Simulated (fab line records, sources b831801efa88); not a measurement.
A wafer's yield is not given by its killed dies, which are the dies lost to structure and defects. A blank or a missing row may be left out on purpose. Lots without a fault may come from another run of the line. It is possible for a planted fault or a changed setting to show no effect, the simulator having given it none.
fab line records	flow sfqLine
[record] lots = 14	wafers = 42	lastDay = 75
route steps=325 shown I1@84 I2@116 I4@164 M5@201
lots that met no fault: taken from a fault-free run of the same line
startH: the number of hours between the record's first day and the start of the first shown wafer of the lot	waitH: how many hours have passed since the lot's step before this one	" same as the row above	L1.1+2: one row covering several wafers at once	- value missing, or start not given	* or withheld: withheld	< > ~ a bound
route shown NAME@n: a module of which the file shows steps, and the number in the route of the first	usual: the fault-free wafers' mean and standard deviation	same: alike in all rows	chamber/n: place in a boat	sites: each site's reading	_std_site: how widely they spread, as a standard deviation	_edge_site: outer sites' mean less inner sites'	radiusMm: how far each site lies from the wafer's centre	mask NAME#n: copy n	behind: tool/chamber where the wafer was last shaped	hold: why the lot was held/for how many hours/how that ended	device: whichever transistor did not switch (one of n, p or np)	end of line: the tests these same wafers got at the end of their route	where a step has no rows: the recipe by itself	killed: at the first sort, the dies lost to defects and structure; wafer yield is something else	map: a wafer's dies, marking killed ones x, the rest . and places with no die _
set.NAME: the setting as run; set.NAME@STEP: as run at that earlier step	model.NAME: the simulator's own value behind a step, which no gauge read
route steps across a sampled set of lots; one table per step, one row per wafer
services: the hour from which a tool's chamber was out of use, counted from the record's first day as startH (under 0 if before that day), plus the number of hours and why
[[steps]]
[step SFQ_TRILAYER_I1_VIA_BARC_OPEN_VIA_ETCH_071]
[recipe] maskMaterial = PR	chemistry = O2	targetDepthNm = 125	target = BARC	sourceW = 500	biasW = 80	pressureMtorr = 30	timeS = 41.7
[usual] drypumpMotorCurrentA = 5.5/0.36	oesProductAu = 0.686/0.0048
lot.wafer	tool	chamber	startH	waitH	drypumpMotorCurrentA	oesProductAu	rfHoursCounterH
L337.4	rieDiel-03	3	391.39	0.0	6.2	0.683	56
L337.5	"	3	"	"	6.2	0.688	-
L337.6	"	0	"	"	6.0	0.690	-
L338.1	rieDiel-04	2	406.89	0.0	5.3	0.688	19
L338.2	"	1	"	"	5.8	0.683	74
L338.3	"	0	"	"	4.9	0.686	2
L340.1	rieDiel-03	0	413.64	0.0	6.0	0.685	72
L340.2	"	1	"	"	5.4	0.692	11
L340.5	"	0	"	"	6.0	0.684	-
L341.2	rieDiel-03	0	424.44	0.0	6.0	0.683	72
L341.4	"	2	"	"	5.5	0.687	2
L341.5	"	3	"	"	6.2	0.683	-
L342.2	rieDiel-01	1	435.24	0.0	5.1	0.684	33
L342.3	"	2	"	"	5.6	0.678	5
L342.5	"	3	"	"	5.4	0.686	-
L344.1	rieDiel-03	1	443.64	0.0	5.4	0.687	11
L344.2	"	2	"	"	5.5	0.680	2
L344.3	"	3	"	"	6.2	0.676	57
L345.1	rieDiel-01	3	465.24	0.0	5.4	0.690	2
L345.3	"	0	"	"	5.2	0.693	37
L345.6	"	2	"	"	5.6	0.679	-
L348.1	rieDiel-01	1	492.84	0.0	5.1	0.688	34
L348.2	"	0	"	"	5.2	0.686	38
L348.3	"	3	"	"	5.4	0.689	3
L351.1	rieDiel-04	2	531.20	0.0	5.3	0.701	23
L351.4	"	1	"	"	5.8	0.689	77
L351.6	"	1	"	"	5.8	0.691	-
L354.2	rieDiel-01	0	556.79	0.0	5.2	0.684	39
L354.4	"	2	"	"	5.7	0.694	8
L354.5	"	1	"	"	5.2	0.684	-
L356.1	rieDiel-04	2	570.98	0.0	5.3	0.689	24
L356.3	"	3	"	"	4.9	0.681	1
L356.6	"	1	"	"	5.8	0.682	-
L357.1	rieDiel-04	3	587.43	0.0	4.9	0.684	1
L357.3	"	1	"	"	5.7	0.686	78
L357.6	"	1	"	"	5.7	0.680	-
L358.1	rieDiel-04	3	597.03	0.0	4.9	0.686	1
L358.4	"	2	"	"	5.3	0.684	24
L358.5	"	2	"	"	5.4	0.682	-
L359.1	rieDiel-01	0	612.06	0.0	5.2	0.686	40
L359.2	"	3	"	"	5.4	0.687	5
L359.3	"	2	"	"	5.6	0.693	9
[step SFQ_TRILAYER_I2_VIA_STRIP_STRIP_071]
[recipe] gas = O2	powerW = 200	platenTempC = 40	overashFraction = 0.65	chemistry = O2	pressureMtorr = 50
[usual] drypumpMotorCurrentA = 5.9/0.34	oesProductAu = 0.996/0.0092
[same] overashFraction = 0.65
lot.wafer	tool	chamber	startH	waitH	drypumpMotorCurrentA	oesProductAu	rfHoursCounterH
L337.4	rieMetal-02	1	602.18	-	6.2	0.995	-
L337.5	"	1	"	"	6.3	1.001	-
L337.6	"	0	"	"	5.6	0.999	-
L338.1	rieMetal-01	0	613.98	-	5.8	1.010	123
L338.2	"	1	"	"	5.9	0.998	92
L338.3	"	1	"	"	5.9	0.988	-
L340.1	rieMetal-04	0	626.05	-	6.4	1.003	49
L340.2	"	1	"	"	5.4	0.985	11
L340.5	"	0	"	"	6.4	1.008	-
L341.2	rieMetal-01	1	633.25	-	5.9	0.983	94
L341.4	"	1	"	"	5.8	0.985	-
L341.5	"	1	"	"	5.9	0.984	-
L342.2	rieMetal-04	0	647.65	-	6.4	0.997	54
L342.3	"	1	"	"	5.4	0.993	-
L342.5	"	0	"	"	6.4	0.999	-
L344.1	rieMetal-01	0	657.18	-	5.8	0.996	129
L344.2	"	1	"	"	5.8	0.979	99
L344.3	"	1	"	"	5.9	0.968	-
L345.1	rieMetal-04	0	679.98	-	6.4	1.004	60
L345.3	"	1	"	"	5.4	0.989	-
L345.6	"	1	"	"	5.4	0.992	-
L348.1	rieMetal-04	0	723.93	-	6.4	0.998	68
L348.2	"	1	"	"	5.4	0.990	30
L348.3	"	0	"	"	6.3	1.001	-
L351.1	rieMetal-01	1	760.58	-	5.9	0.973	115
L351.4	"	1	"	"	5.9	0.985	-
L351.6	"	1	"	"	5.9	0.968	-
L354.2	rieMetal-04	1	795.52	-	5.4	0.993	40
L354.4	"	0	"	"	6.4	0.998	-
L354.5	"	1	"	"	5.4	0.995	-
L356.1	rieMetal-02	1	809.78	-	6.2	0.996	85
L356.3	"	1	"	"	6.3	1.003	-
L356.6	"	0	"	"	5.6	0.986	-
L357.1	rieMetal-01	0	822.98	-	5.7	1.001	157
L357.3	"	1	"	"	5.8	0.991	-
L357.6	"	0	"	"	5.8	0.995	-
L358.1	rieMetal-04	1	833.78	-	5.4	0.994	47
L358.4	"	1	"	"	5.4	0.994	-
L358.5	"	1	"	"	5.4	0.996	-
L359.1	rieMetal-04	1	846.98	-	5.5	1.011	50
L359.2	"	0	"	"	6.4	1.008	92
L359.3	"	0	"	"	6.4	1.011	-
[step SFQ_TRILAYER_I4_CMP_CMP_100]
[recipe] material = SiO2	downForcePsi = 3	platenRpm = 60	padVelocityMS = 0.94248
[usual] headPressurePsi = 3.000/0.0067	motorCurrentA = 10.6/1.1	slurryFilterDpKPa = 13.51/0.14	timeToEndpointS = 218/7.1
lot.wafer	tool	chamber	startH	waitH	headPressurePsi	motorCurrentA	slurryFilterDpKPa	timeToEndpointS
L337.4	cmp-02	3	824.83	17.9	2.994	9.4	13.54	217
L337.5	"	0	"	"	2.994	11.4	13.41	221
L337.6	"	1	"	"	2.997	9.8	13.34	217
L338.1	cmp-01	1	838.68	13.8	3.015	9.5	13.68	207
L338.3	"	3	839.68	14.8	3.010	12.7	13.51	218
L338.2	"	0	"	"	2.994	10.4	13.68	216
L340.2	cmp-01	0	850.68	17.4	2.996	11.1	13.38	215
L340.1	"	2	851.68	18.4	2.995	9.4	13.52	224
L340.5	"	1	853.18	19.9	3.007	9.6	13.43	214
L341.4	cmp-01	1	853.68	18.0	2.994	10.4	13.63	226
L341.2	"	3	854.68	19.0	3.005	12.0	13.69	221
L341.5	"	2	856.18	20.5	2.998	9.1	13.38	228
L342.2	cmp-01	2	869.18	19.5	3.017	9.3	13.46	223
L342.3	"	0	870.18	20.5	2.992	10.9	13.89	215
L342.5	"	1	"	"	2.994	9.8	13.48	213
L344.1	cmp-02	1	874.33	21.9	3.008	10.7	13.39	206
L344.2	"	2	"	"	2.996	10.1	13.32	203
L344.3	"	3	"	"	2.996	9.5	13.56	201
L345.3	cmp-02	0	898.33	26.0	3.005	11.3	13.28	220
L345.1	"	3	899.83	27.5	3.002	9.9	13.39	220
L345.6	"	0	"	"	3.011	11.5	13.29	234
L348.1	cmp-01	2	944.18	19.7	3.007	9.5	13.29	225
L348.2	"	3	"	"	2.997	12.4	13.60	217
L348.3	"	0	"	"	3.001	11.0	13.35	220
L351.1	cmp-01	0	977.18	16.7	3.002	11.4	13.46	208
L351.4	"	2	978.18	17.6	3.008	9.1	13.46	216
L351.6	"	3	"	"	2.994	12.6	13.49	220
L354.2	cmp-02	0	1015.30	6.0	2.999	11.3	13.58	222
L354.4	"	1	"	"	2.980	10.6	13.62	222
L354.5	"	0	1017.30	7.9	3.009	11.2	13.48	227
L356.1	cmp-02	0	1031.40	5.5	2.992	11.3	13.57	215
L356.3	"	1	"	"	2.998	10.8	13.62	223
L356.6	"	0	1033.40	7.4	3.002	11.9	13.36	227
L357.3	cmp-01	1	1045.99	3.7	2.996	9.7	13.35	206
L357.1	"	0	1047.49	5.2	2.983	10.7	13.52	215
L357.6	"	1	"	"	3.001	9.9	13.59	215
L358.4	cmp-01	3	1051.99	2.5	2.999	12.1	13.62	223
L358.1	"	0	"	"	3.014	10.9	13.49	214
L358.5	"	0	1054.49	5.0	2.998	11.1	13.23	216
L359.3	cmp-01	2	1066.99	2.8	3.017	9.4	13.49	216
L359.1	"	0	1067.99	3.8	3.007	11.1	13.53	218
L359.2	"	1	"	"	3.001	10.5	13.38	212
[step SFQ_TRILAYER_M5_LITHO_EXPOSE_124]
[recipe] maskId = M5	na = 0.6	sourceShape = conventional	sigmaOuter = 0.65	targetCdNm = 700	doseMj = 14.4
[usual] exposureDoseMJCm2 = 14.398/0.016
lot.wafer	tool	chamber	startH	waitH	mask	exposureDoseMJCm2
L337.4	krfScanner-01	0	1013.40	-	M5#0	14.401
L337.5	"	0	"	"	M5#0	14.408
L337.6	"	0	"	"	M5#0	14.407
L338.1	krfScanner-01	0	1038.55	-	M5#0	14.389
L338.2	"	0	"	"	M5#0	14.394
L338.3	"	0	"	"	M5#0	14.395
L340.1	krfScanner-01	0	1050.55	-	M5#0	14.407
L340.2	"	0	"	"	M5#0	14.392
L340.5	"	0	"	"	M5#0	14.409
L341.2	krfScanner-01	0	1056.75	-	M5#0	14.374
L341.4	"	0	"	"	M5#0	14.370
L341.5	"	0	"	"	M5#0	14.375
L342.2	krfScanner-01	0	1074.33	-	M5#0	14.398
L342.3	"	0	"	"	M5#0	14.401
L342.5	"	0	"	"	M5#0	14.401
L344.1	krfScanner-01	0	1083.26	-	M5#0	14.391
L344.2	"	0	"	"	M5#0	14.399
L344.3	"	0	"	"	M5#0	14.385
L345.1	krfScanner-01	0	1115.05	-	M5#0	14.397
L345.3	"	0	"	"	M5#0	14.392
L345.6	"	0	"	"	M5#0	14.379
L348.1	krfScanner-01	0	1196.79	-	M5#0	14.388
L348.2	"	0	"	"	M5#0	14.399
L348.3	"	0	"	"	M5#0	14.402
L351.1	krfScanner-02	0	1245.99	-	M5#0	15.142
L351.4	"	0	"	"	M5#0	15.125
L351.6	"	0	"	"	M5#0	15.130
L354.2	krfScanner-02	0	1328.43	-	M5#0	15.127
L354.4	"	0	"	"	M5#0	15.117
L354.5	"	0	"	"	M5#0	15.109
L356.1	krfScanner-01	0	1345.48	-	M5#0	14.379
L356.3	"	0	"	"	M5#0	14.406
L356.6	"	0	"	"	M5#0	14.390
L357.1	krfScanner-01	0	1365.88	-	M5#0	14.426
L357.3	"	0	"	"	M5#0	14.400
L357.6	"	0	"	"	M5#0	14.394
L358.1	krfScanner-01	0	1380.28	-	M5#0	14.431
L358.4	"	0	"	"	M5#0	14.452
L358.5	"	0	"	"	M5#0	14.431
L359.1	krfScanner-01	0	1410.83	-	M5#0	14.402
L359.2	"	0	"	"	M5#0	14.387
L359.3	"	0	"	"	M5#0	14.394
[[services]]
tool	chamber	startH	hours	kind
krfScanner-01	-	432.94	1.3	pm
krfScanner-01	-	508.64	4.0	pm
krfScanner-01	-	513.86	1.0	pm
krfScanner-01	-	531.66	0.8	pm
krfScanner-01	-	567.79	0.2	repair
krfScanner-01	-	609.21	1.3	pm
krfScanner-01	-	611.18	0.1	repair
krfScanner-01	-	683.71	1.0	pm
krfScanner-01	-	701.51	0.8	pm
krfScanner-01	-	720.26	3.6	pm
krfScanner-01	-	751.42	4.4	pm
krfScanner-01	-	756.06	5.0	repair
krfScanner-01	-	785.03	1.3	pm
krfScanner-01	-	852.33	1.0	pm
krfScanner-01	-	864.97	0.5	repair
krfScanner-01	-	881.42	8.1	repair
krfScanner-01	-	961.56	1.3	pm
krfScanner-01	-	1021.20	1.0	pm
krfScanner-01	-	1068.59	3.1	repair
krfScanner-01	-	1085.84	0.1	repair
krfScanner-01	-	1110.72	0.7	repair
krfScanner-01	-	1136.65	1.3	pm
krfScanner-01	-	1166.67	0.2	repair
krfScanner-01	-	1185.69	0.4	repair
[[key]]
[firstSign] step = SFQ_TRILAYER_M5_LITHO_EXPOSE_124	reading = exposureDoseMJCm2	direction = up	sigmas = 46	usual = 14.398	struck = 15.125
effect none on later readings
metAt SFQ_TRILAYER_M5_LITHO_EXPOSE_124
struckLots L351,L354
notActingAt SFQ_TRILAYER_I1_VIA_BARC_OPEN_VIA_ETCH_071,SFQ_TRILAYER_I2_VIA_STRIP_STRIP_071,SFQ_TRILAYER_I4_CMP_CMP_100
[fault] kind = processParameterDrift	tool = krfScanner-02	chamber = -	onsetH = 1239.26	steps = SFQ_TRILAYER_M5_LITHO_EXPOSE_124	channel = doseMj	offset = 0.73216	shape = step	actsIn = theseRecipesOnly	stated = 14.4
